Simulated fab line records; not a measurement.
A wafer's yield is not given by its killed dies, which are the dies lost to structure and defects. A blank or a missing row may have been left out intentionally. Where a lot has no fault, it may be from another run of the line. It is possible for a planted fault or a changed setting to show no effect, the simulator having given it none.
Which tool was responsible? / flow sfqLine / 14 lots with 42 wafers sampled at 2 steps, on a route of 325 steps

## WHAT EACH GAUGE READ, for each wafer
SFQ_I1_OVL_MEAS_913.
lot=L552; measured=day 29 01:10; on=overlay-02; I1_OVL (nm)=9 9 1
lot=L553; measured=day 29 14:20; on=overlay-02; I1_OVL (nm)=5 2 12
lot=L554; measured=day 29 21:23; on=overlay-01; I1_OVL (nm)=-5 7 1
lot=L556; measured=day 30 21:22; on=overlay-01; I1_OVL (nm)=1 1 -6
lot=L557; measured=day 31 02:10; on=overlay-01; I1_OVL (nm)=6 1 6
lot=L564; measured=day 33 01:01; on=overlay-01; I1_OVL (nm)=4 -2 0
lot=L565; measured=day 33 04:44; on=overlay-02; I1_OVL (nm)=6 1 9
lot=L568; measured=day 34 08:20; on=overlay-01; I1_OVL (nm)=2 -6 -3
lot=L570; measured=day 36 05:51; on=overlay-02; I1_OVL (nm)=1 7 6
lot=L571; measured=day 37 07:02; on=overlay-01; I1_OVL (nm)=-2 -1 6
lot=L572; measured=day 37 21:14; on=overlay-02; I1_OVL (nm)=4 8 5
lot=L573; measured=day 38 20:02; on=overlay-02; I1_OVL (nm)=-2 3 4
lot=L574; measured=day 38 22:26; on=overlay-02; I1_OVL (nm)=-5 -2 -5
lot=L575; measured=day 39 12:45; on=overlay-01; I1_OVL (nm)=-3 -7 -9

## EACH LOT AND THE TOOL THAT RAN IT (in order: tool; ch and the chambers of the sampled wafers; start)
lot=L552; SFQ_TRILAYER_I0_VIA_STRIP_STRIP_035=rieMetal-02 ch 0,1, day 16 04:46
lot=L553; SFQ_TRILAYER_I0_VIA_STRIP_STRIP_035=rieMetal-02 ch 0,1, day 16 16:34
lot=L554; SFQ_TRILAYER_I0_VIA_STRIP_STRIP_035=rieMetal-03 ch 0,1, day 16 21:34
lot=L556; SFQ_TRILAYER_I0_VIA_STRIP_STRIP_035=rieMetal-04 ch 0,1, day 18 02:22
lot=L557; SFQ_TRILAYER_I0_VIA_STRIP_STRIP_035=rieMetal-03 ch 0,1, day 18 07:06
lot=L564; SFQ_TRILAYER_I0_VIA_STRIP_STRIP_035=rieMetal-03 ch 0,1, day 20 19:35
lot=L565; SFQ_TRILAYER_I0_VIA_STRIP_STRIP_035=rieMetal-04 ch 1, day 20 23:11
lot=L568; SFQ_TRILAYER_I0_VIA_STRIP_STRIP_035=rieMetal-03 ch 0,1, day 22 21:46
lot=L570; SFQ_TRILAYER_I0_VIA_STRIP_STRIP_035=rieMetal-02 ch 0,1, day 24 02:34
lot=L571; SFQ_TRILAYER_I0_VIA_STRIP_STRIP_035=rieMetal-02 ch 0,1, day 24 14:22
lot=L572; SFQ_TRILAYER_I0_VIA_STRIP_STRIP_035=rieMetal-03 ch 0,1, day 24 22:46
lot=L573; SFQ_TRILAYER_I0_VIA_STRIP_STRIP_035=rieMetal-04 ch 0,1, day 25 17:36
lot=L574; SFQ_TRILAYER_I0_VIA_STRIP_STRIP_035=rieMetal-04 ch 0,1, day 26 00:48
lot=L575; SFQ_TRILAYER_I0_VIA_STRIP_STRIP_035=rieMetal-03 ch 0,1, day 26 22:58
- SFQ_TRILAYER_I0_VIA_STRIP_STRIP_035: strips in O2.

## WHAT THE TOOLS THEMSELVES READ (means of the sampled wafers that have a number; where no wafer has one, the mark that the record gives instead)
SFQ_TRILAYER_I0_VIA_STRIP_STRIP_035.
lot=L552; tool=rieMetal-02; drypumpMotorCurrentA (A)=5.9; oesProductAu (a.u.)=1.000
lot=L553; tool=rieMetal-02; drypumpMotorCurrentA (A)=5.7; oesProductAu (a.u.)=1.006
lot=L554; tool=rieMetal-03; drypumpMotorCurrentA (A)=6.2; oesProductAu (a.u.)=1.003
lot=L556; tool=rieMetal-04; drypumpMotorCurrentA (A)=6.5; oesProductAu (a.u.)=1.008
lot=L557; tool=rieMetal-03; drypumpMotorCurrentA (A)=6.3; oesProductAu (a.u.)=0.996
lot=L564; tool=rieMetal-03; drypumpMotorCurrentA (A)=6.3; oesProductAu (a.u.)=0.999
lot=L565; tool=rieMetal-04; drypumpMotorCurrentA (A)=6.6; oesProductAu (a.u.)=0.996
lot=L568; tool=rieMetal-03; drypumpMotorCurrentA (A)=6.3; oesProductAu (a.u.)=0.998
lot=L570; tool=rieMetal-02; drypumpMotorCurrentA (A)=5.9; oesProductAu (a.u.)=0.999
lot=L571; tool=rieMetal-02; drypumpMotorCurrentA (A)=5.8; oesProductAu (a.u.)=1.002
lot=L572; tool=rieMetal-03; drypumpMotorCurrentA (A)=6.2; oesProductAu (a.u.)=1.001
lot=L573; tool=rieMetal-04; drypumpMotorCurrentA (A)=6.6; oesProductAu (a.u.)=1.000
lot=L574; tool=rieMetal-04; drypumpMotorCurrentA (A)=6.5; oesProductAu (a.u.)=1.002
lot=L575; tool=rieMetal-03; drypumpMotorCurrentA (A)=6.3; oesProductAu (a.u.)=1.001

## THE ANSWER, worked out from the rows above alone
Rule: the lots themselves supply what counts as usual. The widest of any qualifying gaps counts: lots, ordered by their means at a reading, are off when they make up no more than a third of the lots, leave a main group of 4 or more, and stand apart from it by 3 or more times the standard deviation of that group's means. If all means in a main group match to the digits the tables above print for the reading, that group is not used. A lot without any number at a reading at which 4 lots or more have one is off too. Any other lot the step has rows for is counted as sound. After the gauges, taken in route order, come the tools' own readings; for these a lot's mean is taken, as printed above. At the first step where some lot is off, the reading lying furthest off is the one used; lots without a number count as furthest.
No lot is off on any of the readings shown, so nothing can be concluded from this.

## WHAT THE SIMULATOR HAD INSERTED
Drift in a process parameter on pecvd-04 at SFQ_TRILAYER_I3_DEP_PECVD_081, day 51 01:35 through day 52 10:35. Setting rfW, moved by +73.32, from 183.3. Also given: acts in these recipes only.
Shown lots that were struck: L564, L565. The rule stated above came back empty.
